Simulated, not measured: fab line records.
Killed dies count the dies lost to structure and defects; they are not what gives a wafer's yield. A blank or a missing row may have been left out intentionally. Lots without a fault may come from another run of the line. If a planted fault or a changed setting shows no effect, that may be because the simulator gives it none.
fab line records | flow sky130
record lots=12 | wafers=36 | last_day=50
route steps=708 shown FIELD_ISO@3 NWELL@67 VT_ADJUST_HVTP@96
lots untouched by any fault: they come from a run of this same line in which no faults occurred
start_h: the number of hours between the record's first day and the start of the first shown wafer of the lot | wait_h: hours since the lot's step before | " unchanged from the row above | L1.1+2: a row that stands for several wafers | - no value, or no start was given | * or withheld: withheld | < > ~ a bound
route shown NAME@n: NAME is a module with steps in the file, n the number in the route of the first one | usual: average and standard deviation across the fault-free wafers | same: alike in all rows | chamber/n: place in a boat | sites: each site's reading | _std_site: standard deviation across them | _edge_site: inner sites' mean taken away from outer sites' mean | radius_mm: how far each site lies from the wafer's centre | mask NAME#n: copy n | behind: the tool/chamber that last shaped the wafer | hold: why the lot was held/for how many hours/how that ended | device: the transistor (n, p or np) that didn't switch | end of line: the route-end tests of the same wafers | a step given without rows: its recipe and nothing more | killed: not the wafer's yield, but the dies lost to structure and defects at the first sort | map: per-die view of a wafer (x killed, . not killed, _ where there is no die)
set.NAME: setting as actually run; set.NAME@STEP: the setting as run at that earlier step | model.NAME: the simulator's own value behind a step, which no gauge read
a sample of lots followed through the steps of the route, with each step as a table and each wafer as a row
services: when a tool's chamber went out of use (start_h, in hours from the record's first day, below 0 if earlier), for how many hours, and the reason
## steps
# step SKY_FIELD_ISO_THK_MEAS_02
# recipe reads=SiO2_of_FIELD_ISO_OXIDATION_01
# usual FIELD_ISO_OXIDATION_00_THK=12.09/0.18
lot.wafer | tool          | chamber | start_h | wait_h | FIELD_ISO_OXIDATION_00_THK[nm]
L346.1    | film_metro-03 | -       | 22.88   | 0.0    | 12.13
L346.2    | "             | -       | "       | "      | 12.12
L346.6    | "             | -       | "       | "      | 12.08
L348.1    | film_metro-03 | -       | 31.81   | 0.0    | 12.34
L348.2    | "             | -       | "       | "      | 12.42
L348.3    | "             | -       | "       | "      | 12.21
L349.2    | film_metro-01 | -       | 39.28   | 0.0    | 11.69
L349.5    | "             | -       | "       | "      | 11.79
L349.6    | "             | -       | "       | "      | 11.93
L350.1    | film_metro-03 | -       | 44.03   | 0.0    | 11.98
L350.3    | "             | -       | "       | "      | 12.10
L350.4    | "             | -       | "       | "      | 12.22
L351.1    | film_metro-01 | -       | 47.45   | 0.0    | 11.89
L351.3    | "             | -       | "       | "      | 11.99
L351.4    | "             | -       | "       | "      | 12.02
L354.1    | film_metro-01 | -       | 61.63   | 0.0    | 12.15
L354.3    | "             | -       | "       | "      | 12.10
L354.6    | "             | -       | "       | "      | 12.26
L356.1    | film_metro-01 | -       | 71.63   | 0.0    | 12.23
L356.2    | "             | -       | "       | "      | 12.28
L356.6    | "             | -       | "       | "      | 12.23
L361.1    | film_metro-03 | -       | 96.81   | 0.0    | 11.75
L361.3    | "             | -       | "       | "      | 11.96
L361.5    | "             | -       | "       | "      | 11.71
L363.2    | film_metro-04 | -       | 108.78  | 0.0    | 12.12
L363.3    | "             | -       | "       | "      | 12.18
L363.4    | "             | -       | "       | "      | 12.26
L364.1    | film_metro-03 | -       | 114.37  | 0.0    | 12.04
L364.4    | "             | -       | "       | "      | 12.09
L364.5    | "             | -       | "       | "      | 11.99
L365.3    | film_metro-03 | -       | 125.50  | 0.0    | 12.01
L365.4    | "             | -       | "       | "      | 12.10
L365.5    | "             | -       | "       | "      | 12.26
L367.1    | film_metro-01 | -       | 132.77  | 0.0    | 11.75
L367.2    | "             | -       | "       | "      | 11.79
L367.3    | "             | -       | "       | "      | 11.67
# step SKY_FIELD_ISO_ETCH_17
# recipe target_depth_a=3420 | mask_material=Si3N4 | chemistry=HBr/Cl2/O2 | target=Si | taper_deg=5 | icp_w=600 | bias_w=150 | pressure_mtorr=15 | HBr_flow_sccm=150 | Cl2_flow_sccm=40 | O2_flow_sccm=6 | time_s=97.7
# usual chamber_pressure_mTorr=15.001/0.014 | drypump_motor_current_A=5.5/0.33 | he_backside_leak_sccm=2.8/0.32 | mfc_cl2_sccm=40.00/0.11 | oes_product_au=0.998/0.0086 | rf_fwd_power_W=596.1/2.2 | throttle_valve_pct=25.657/0.01
lot.wafer | tool      | chamber | start_h | wait_h | chamber_pressure_mTorr | drypump_motor_current_A | he_backside_leak_sccm | mfc_cl2_sccm | oes_product_au | rf_fwd_power_W | rf_hours_counter_h | throttle_valve_pct
L346.1    | rie_si-01 | 2       | 39.72   | 0.1    | 14.993                 | 5.8                     | 2.7                   | 40.15        | 0.991          | 594.6          | 59                 | 25.674
L346.2    | "         | 1       | "       | "      | 15.021                 | 6.0                     | 2.6                   | 40.15        | 1.000          | 598.9          | 73                 | 25.658
L346.6    | "         | 2       | "       | "      | 14.983                 | 5.8                     | 2.8                   | 40.17        | 0.990          | 595.9          | -                  | 25.672
L348.1    | rie_si-01 | 1       | 48.37   | 0.1    | 14.972                 | 6.0                     | 2.5                   | 40.08        | 0.992          | 595.4          | 73                 | 25.640
L348.2    | "         | 0       | "       | "      | 15.015                 | 5.4                     | 3.0                   | 39.84        | 0.998          | 594.9          | 2                  | 25.663
L348.3    | "         | 2       | "       | "      | 15.010                 | 5.8                     | 2.6                   | 40.10        | 0.992          | 598.4          | 59                 | 25.645
L349.2    | rie_si-01 | 2       | 73.68   | 0.1    | 15.000                 | 5.8                     | 2.9                   | 39.82        | 0.988          | 594.2          | 59                 | 25.662
L349.5    | "         | 0       | "       | "      | 14.991                 | 5.4                     | 3.0                   | 39.88        | 0.996          | 594.4          | -                  | 25.653
L349.6    | "         | 1       | "       | "      | 15.021                 | 6.0                     | 2.7                   | 40.11        | 1.012          | 593.9          | -                  | 25.640
L351.1    | rie_si-02 | 1       | 74.33   | 0.1    | 15.006                 | 5.0                     | 2.6                   | 40.09        | 1.016          | 593.2          | 95                 | 25.655
L351.3    | "         | 2       | "       | "      | 15.004                 | 5.1                     | 3.1                   | 39.98        | 0.996          | 599.6          | 128                | 25.649
L351.4    | "         | 3       | "       | "      | 15.007                 | 5.3                     | 2.7                   | 39.80        | 0.996          | 599.0          | 1                  | 25.649
L350.1    | rie_si-01 | 2       | 74.67   | 0.1    | 15.007                 | 5.8                     | 2.8                   | 39.95        | 0.933          | 503.3          | 59                 | 25.692
L350.3    | "         | 3       | "       | "      | 14.990                 | 5.4                     | 2.9                   | 40.17        | 0.940          | 500.3          | 111                | 25.694
L350.4    | "         | 0       | "       | "      | 14.992                 | 5.5                     | 3.0                   | 40.07        | 0.935          | 493.9          | 3                  | 25.694
L354.1    | rie_si-01 | 1       | 82.34   | 0.1    | 15.003                 | 6.0                     | 2.6                   | 40.10        | 0.943          | 499.7          | 73                 | 25.684
L354.3    | "         | 0       | "       | "      | 14.989                 | 5.5                     | 2.9                   | 39.84        | 0.942          | 496.8          | 3                  | 25.689
L354.6    | "         | 0       | "       | "      | 15.008                 | 5.4                     | 2.9                   | 39.95        | 0.944          | 499.1          | -                  | 25.705
L356.1    | rie_si-01 | 3       | 91.88   | 0.1    | 15.017                 | 5.4                     | 3.0                   | 39.98        | 0.945          | 503.6          | 112                | 25.675
L356.2    | "         | 0       | "       | "      | 14.981                 | 5.5                     | 2.9                   | 40.02        | 0.945          | 501.3          | 3                  | 25.710
L356.6    | "         | 3       | "       | "      | 14.983                 | 5.4                     | 3.0                   | 39.90        | 0.943          | 502.6          | -                  | 25.709
L361.1    | rie_si-02 | 3       | 116.43  | 0.1    | 15.009                 | 5.3                     | 2.9                   | 40.03        | 1.009          | 597.5          | 1                  | 25.643
L361.3    | "         | 2       | "       | "      | 15.017                 | 5.1                     | 3.1                   | 39.98        | 1.004          | 592.5          | 129                | 25.647
L361.5    | "         | 0       | "       | "      | 15.018                 | 5.7                     | 2.5                   | 39.77        | 0.991          | 595.6          | -                  | 25.668
L363.2    | rie_si-02 | 3       | 128.33  | 0.1    | 15.005                 | 5.2                     | 2.8                   | 39.79        | 1.002          | 599.0          | 1                  | 25.642
L363.3    | "         | 0       | "       | "      | 15.010                 | 5.8                     | 2.5                   | 40.10        | 0.989          | 594.5          | 12                 | 25.642
L363.4    | "         | 2       | "       | "      | 14.986                 | 5.1                     | 3.1                   | 39.92        | 0.995          | 596.2          | 129                | 25.648
L364.1    | rie_si-02 | 1       | 135.59  | 0.1    | 15.014                 | 5.0                     | 2.5                   | 39.75        | 1.011          | 592.0          | 96                 | 25.650
L364.4    | "         | 0       | "       | "      | 15.015                 | 5.8                     | 2.7                   | 39.95        | 0.988          | 597.6          | 12                 | 25.671
L364.5    | "         | 1       | "       | "      | 14.994                 | 5.0                     | 2.5                   | 39.79        | 1.016          | 595.0          | -                  | 25.631
L365.3    | rie_si-02 | 3       | 145.44  | 0.0    | 14.987                 | 5.3                     | 2.9                   | 39.99        | 1.003          | 595.6          | 1                  | 25.655
L365.4    | "         | 0       | "       | "      | 14.991                 | 5.8                     | 2.6                   | 39.88        | 0.987          | 592.4          | 13                 | 25.665
L365.5    | "         | 3       | "       | "      | 15.028                 | 5.2                     | 2.9                   | 39.83        | 1.002          | 597.8          | -                  | 25.650
L367.1    | rie_si-02 | 3       | 153.28  | 0.1    | 15.005                 | 5.2                     | 2.7                   | 40.03        | 1.006          | 596.2          | 1                  | 25.659
L367.2    | "         | 1       | "       | "      | 14.978                 | 5.0                     | 2.4                   | 40.07        | 1.001          | 594.7          | 96                 | 25.668
L367.3    | "         | 0       | "       | "      | 15.014                 | 5.7                     | 2.4                   | 39.81        | 0.992          | 593.8          | 13                 | 25.673
# step SKY_NWELL_STRIP_14
# recipe chemistry=O2/N2 | power_w=1400 | pressure_mtorr=1500 | platen_temp_c=withheld | o2_flow_sccm=3000 | n2_flow_sccm=300 | overash_fraction=0.5
# usual chamber_pressure_mTorr=1499.9/2 | drypump_motor_current_A=5.5/0.33 | oes_product_au=0.722/0.0043 | strip_time_to_endpoint_s=36.96/0.089
lot.wafer | tool            | chamber | start_h | wait_h | chamber_pressure_mTorr | drypump_motor_current_A | oes_product_au | rf_hours_counter_h | strip_time_to_endpoint_s
L346.1    | plasma_asher-01 | 0       | 97.50   | 0.1    | 1499.1                 | 5.5                     | 0.714          | 29                 | 36.84
L346.2    | "               | 1       | "       | "      | 1498.8                 | 5.9                     | 0.723          | 29                 | 37.04
L346.6    | "               | 0       | "       | "      | 1497.8                 | 5.5                     | 0.716          | -                  | 37.03
L348.1    | plasma_asher-02 | 0       | 105.99  | 0.1    | 1501.0                 | 6.0                     | 0.725          | 46                 | 36.99
L348.2    | "               | 1       | "       | "      | 1500.3                 | 5.0                     | 0.718          | 46                 | 37.01
L348.3    | "               | 0       | "       | "      | 1500.4                 | 6.0                     | 0.723          | -                  | 37.06
L349.2    | plasma_asher-03 | 1       | 132.74  | 0.1    | 1499.7                 | 5.5                     | 0.718          | 1                  | 36.88
L349.5    | "               | 1       | "       | "      | 1499.3                 | 5.5                     | 0.727          | -                  | 37.03
L349.6    | "               | 0       | "       | "      | 1502.3                 | 5.4                     | 0.721          | -                  | 37.09
L351.1    | plasma_asher-03 | 0       | 136.60  | 0.1    | 1500.1                 | 5.4                     | 0.718          | 2                  | 36.95
L351.3    | "               | 1       | "       | "      | 1499.5                 | 5.5                     | 0.721          | -                  | 37.08
L351.4    | "               | 0       | "       | "      | 1500.2                 | 5.4                     | 0.717          | -                  | 37.01
L350.1    | plasma_asher-02 | 0       | 137.26  | 0.1    | 1502.4                 | 5.9                     | 0.724          | 49                 | 37.02
L350.3    | "               | 1       | "       | "      | 1499.7                 | 5.0                     | 0.722          | -                  | 37.00
L350.4    | "               | 0       | "       | "      | 1502.7                 | 6.0                     | 0.716          | -                  | 36.95
L354.1    | plasma_asher-02 | 0       | 142.91  | 0.1    | 1499.5                 | 6.0                     | 0.726          | 50                 | 37.01
L354.3    | "               | 1       | "       | "      | 1500.4                 | 5.0                     | 0.722          | -                  | 37.00
L354.6    | "               | 1       | "       | "      | 1498.1                 | 5.0                     | 0.720          | -                  | 36.95
L356.1    | plasma_asher-03 | 1       | 154.46  | 0.1    | 1499.7                 | 5.5                     | 0.723          | 4                  | 36.93
L356.2    | "               | 0       | "       | "      | 1498.4                 | 5.4                     | 0.724          | 4                  | 37.05
L356.6    | "               | 1       | "       | "      | 1500.8                 | 5.5                     | 0.724          | -                  | 37.03
L361.1    | plasma_asher-03 | 1       | 198.86  | 0.1    | 1498.9                 | 5.5                     | 0.729          | 8                  | 37.05
L361.3    | "               | 0       | "       | "      | 1500.1                 | 5.4                     | 0.720          | -                  | 37.00
L361.5    | "               | 0       | "       | "      | 1498.6                 | 5.4                     | 0.726          | -                  | 36.96
L363.2    | plasma_asher-02 | 0       | 210.60  | 0.1    | 1500.3                 | 6.0                     | 0.719          | 56                 | 37.21
L363.3    | "               | 1       | "       | "      | 1500.2                 | 5.0                     | 0.731          | -                  | 37.13
L363.4    | "               | 0       | "       | "      | 1499.3                 | 6.0                     | 0.722          | -                  | 37.08
L364.1    | plasma_asher-03 | 1       | 217.00  | 0.1    | 1500.0                 | 5.5                     | 0.721          | 10                 | 36.96
L364.4    | "               | 1       | "       | "      | 1500.3                 | 5.5                     | 0.721          | -                  | 37.02
L364.5    | "               | 0       | "       | "      | 1499.6                 | 5.4                     | 0.730          | -                  | 36.93
L365.3    | plasma_asher-03 | 0       | 220.02  | 0.1    | 1482.2                 | 5.4                     | 0.726          | -                  | 36.88
L365.4    | "               | 1       | "       | "      | 1501.2                 | 5.5                     | 0.727          | -                  | 36.87
L365.5    | "               | 1       | "       | "      | 1501.4                 | 5.5                     | 0.722          | -                  | 36.89
L367.1    | plasma_asher-02 | 0       | 224.65  | 0.1    | 1499.3                 | 5.9                     | 0.722          | 58                 | 37.02
L367.2    | "               | 1       | "       | "      | 1500.8                 | 5.0                     | 0.718          | 58                 | 36.80
L367.3    | "               | 0       | "       | "      | 1501.1                 | 6.0                     | 0.723          | -                  | 36.86
# step SKY_VT_ADJUST_HVTP_TW_MEAS_11
# usual VT_ADJUST_HVTP_TW=1358/8.1
lot.wafer | tool          | chamber | start_h | wait_h | VT_ADJUST_HVTP_TW
L346.1    | film_metro-04 | -       | 133.56  | 0.1    | 1371
L346.2    | "             | -       | "       | "      | 1366
L346.6    | "             | -       | "       | "      | 1361
L348.1    | film_metro-04 | -       | 142.01  | 0.1    | 1360
L348.2    | "             | -       | "       | "      | 1368
L348.3    | "             | -       | "       | "      | 1358
L349.2    | film_metro-04 | -       | 172.52  | 0.1    | 1368
L349.5    | "             | -       | "       | "      | 1358
L349.6    | "             | -       | "       | "      | 1357
L351.1    | film_metro-04 | -       | 175.69  | 0.1    | 1358
L351.3    | "             | -       | "       | "      | 1365
L351.4    | "             | -       | "       | "      | 1365
L350.1    | film_metro-03 | -       | 175.98  | 0.1    | 1363
L350.3    | "             | -       | "       | "      | 1358
L350.4    | "             | -       | "       | "      | 1357
L354.1    | film_metro-02 | -       | 183.31  | 0.1    | 1352
L354.3    | "             | -       | "       | "      | 1351
L354.6    | "             | -       | "       | "      | 1353
L356.1    | film_metro-04 | -       | 196.02  | 0.1    | 1367
L356.2    | "             | -       | "       | "      | 1368
L356.6    | "             | -       | "       | "      | 1363
L361.1    | film_metro-02 | -       | 245.17  | 0.1    | 1362
L361.3    | "             | -       | "       | "      | 1357
L361.5    | "             | -       | "       | "      | 1362
L363.2    | film_metro-03 | -       | 257.54  | 0.1    | 1348
L363.3    | "             | -       | "       | "      | 1346
L363.4    | "             | -       | "       | "      | 1354
L364.1    | film_metro-02 | -       | 264.46  | 0.1    | 1347
L364.4    | "             | -       | "       | "      | 1355
L364.5    | "             | -       | "       | "      | 1354
L365.3    | film_metro-03 | -       | 267.38  | 0.1    | 1360
L365.4    | "             | -       | "       | "      | 1355
L365.5    | "             | -       | "       | "      | 1348
L367.1    | film_metro-04 | -       | 272.12  | 0.1    | 1355
L367.2    | "             | -       | "       | "      | 1361
L367.3    | "             | -       | "       | "      | 1358
## services
tool            | chamber | start_h | hours | kind
plasma_asher-02 | -       | 32.64   | 3.4   | repair
rie_si-02       | -       | 46.20   | 1.2   | repair
rie_si-01       | -       | 77.87   | 2.8   | pm
rie_si-01       | 0       | 106.97  | 4.1   | repair
plasma_asher-03 | -       | 108.75  | 9.0   | pm
plasma_asher-03 | 0       | 108.75  | 9.0   | vent_cycle
plasma_asher-03 | 1       | 108.75  | 9.0   | vent_cycle
plasma_asher-03 | 0       | 117.75  | -     | clean
plasma_asher-03 | 1       | 117.75  | -     | clean
plasma_asher-01 | -       | 145.14  | 5.5   | repair
rie_si-01       | 1       | 167.32  | 13.8  | repair
rie_si-02       | 2       | 171.96  | -     | clean
rie_si-02       | 2       | 171.96  | 14.7  | scheduled_down
rie_si-02       | 2       | 171.96  | 14.7  | vent_cycle
plasma_asher-01 | -       | 203.31  | 7.0   | repair
rie_si-02       | 0       | 204.33  | 6.6   | repair
## key
first_sign step=SKY_FIELD_ISO_ETCH_17 | reading=rf_fwd_power_W | direction=down | sigmas=44 | usual=596.1 | struck=500.1
effect step=SKY_FIELD_ISO_ETCH_17 | reading=oes_product_au | direction=down | sigmas=6.6 | usual=0.998 | struck=0.941
met_at SKY_FIELD_ISO_ETCH_17
struck_lots L350,L354,L356
tester_left_out L350,L354,L356
not_acting_at SKY_FIELD_ISO_THK_MEAS_02,SKY_NWELL_STRIP_14,SKY_VT_ADJUST_HVTP_TW_MEAS_11
onset_between 73.68 74.67
fault kind=process_parameter_drift | tool=rie_si-01 | chamber=- | onset_h=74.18 | steps=SKY_FIELD_ISO_ETCH_17 | channel=icp_w | offset=-96 | shape=step | end_h=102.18 | acts_in=these_recipes_only | stated=600
# tester_left_out: of these lots the tester's yield and bins aren't shown, on N5 and GAA mostly nor the transistor test; their killed dies are dies lost to structure and defects alone, not to doping, threshold or leakage, so they don't give the yield
